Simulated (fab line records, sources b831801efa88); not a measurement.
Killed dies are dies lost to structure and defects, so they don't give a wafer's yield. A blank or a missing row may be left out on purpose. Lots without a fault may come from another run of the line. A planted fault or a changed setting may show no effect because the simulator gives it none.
Chamber matching | flow sky130 | SKY_VIA3_CMP_24 on cmp-01: 4 sister chambers
The step polishes, stops on SiO2, t overpolish 20 s, target thk 0 nm. 14 wafers are shown with their chamber, then 7 later ones without.

WAFERS WITH THEIR CHAMBER
wafer  | chamber | motor_current_A (A) | overpolish_run_s (s) | time_to_endpoint_s (s)
L472.1 | 1       | 12.0                | 20.006               | 93
L472.2 | 3       | 12.1                | 20.000               | 90
L472.3 | 2       | 10.4                | 19.992               | 99
L473.2 | 2       | 10.1                | 19.999               | 96
L473.3 | 3       | 12.8                | 20.005               | 95
L473.4 | 1       | 12.0                | 20.005               | 95
L477.2 | 2       | 10.5                | 19.994               | 100
L477.3 | 1       | 11.0                | 20.005               | 97
L477.5 | 1       | 11.5                | 20.002               | 97
L478.3 | 0       | 9.1                 | 20.016               | 96
L478.4 | 3       | 12.0                | 19.996               | 101
L478.5 | 0       | 9.6                 | 20.008               | 97
L481.1 | 1       | 11.8                | 19.998               | 97
L481.2 | 3       | 12.7                | 20.001               | 91

SIGNATURES (means of the wafers above)
reading            | chamber 0 | chamber 1 | chamber 2 | chamber 3 | scatter within a chamber
motor_current_A    | 9.350     | 11.660    | 10.333    | 12.400    | 0.377
overpolish_run_s   | 20.01200  | 20.00320  | 19.99500  | 20.00050  | 0.00377
time_to_endpoint_s | 96.50     | 95.80     | 98.33     | 94.25     | 3.11
Rule: a wafer's distance from a chamber is the root of the sum, over the readings, of the square of ((its reading less the chamber's mean) divided by the reading's scatter). The wafer belongs to the nearest chamber; if the next one is less than 2 further off, it can't be placed. The scatter: the root of (the sum of the squares of (reading less its chamber's mean) over the shown wafers, divided by (wafers less chambers)).

WAFERS WITHOUT THEIR CHAMBER
wafer  | motor_current_A (A) | overpolish_run_s (s) | time_to_endpoint_s (s)
L481.4 | 8.9                 | 19.999               | 97
L490.4 | 11.4                | 20.007               | 90
L490.5 | 11.6                | 19.993               | 88
L490.6 | 10.4                | 19.998               | 92
L491.2 | 8.9                 | 20.004               | 87
L491.4 | 11.5                | 20.000               | 92
L491.6 | 11.9                | 20.020               | 93

WHICH CHAMBER EACH WENT THROUGH
wafer  | from the rows above          | in truth
L481.4 | can't be placed: 0 or 2      | 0
L490.4 | can't be placed: 1 or 3      | 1
L490.5 | can't be placed: 3 or 1 or 2 | 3
L490.6 | can't be placed: 2 or 1      | 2
L491.2 | can't be placed: 0 or 2      | 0
L491.4 | can't be placed: 1 or 3      | 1
L491.6 | can't be placed: 1 or 3      | 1
Placed correctly: 0 of 7. Can't be placed from these rows: 7 (the true chamber is among the candidates in 7). Placed wrongly: 0.
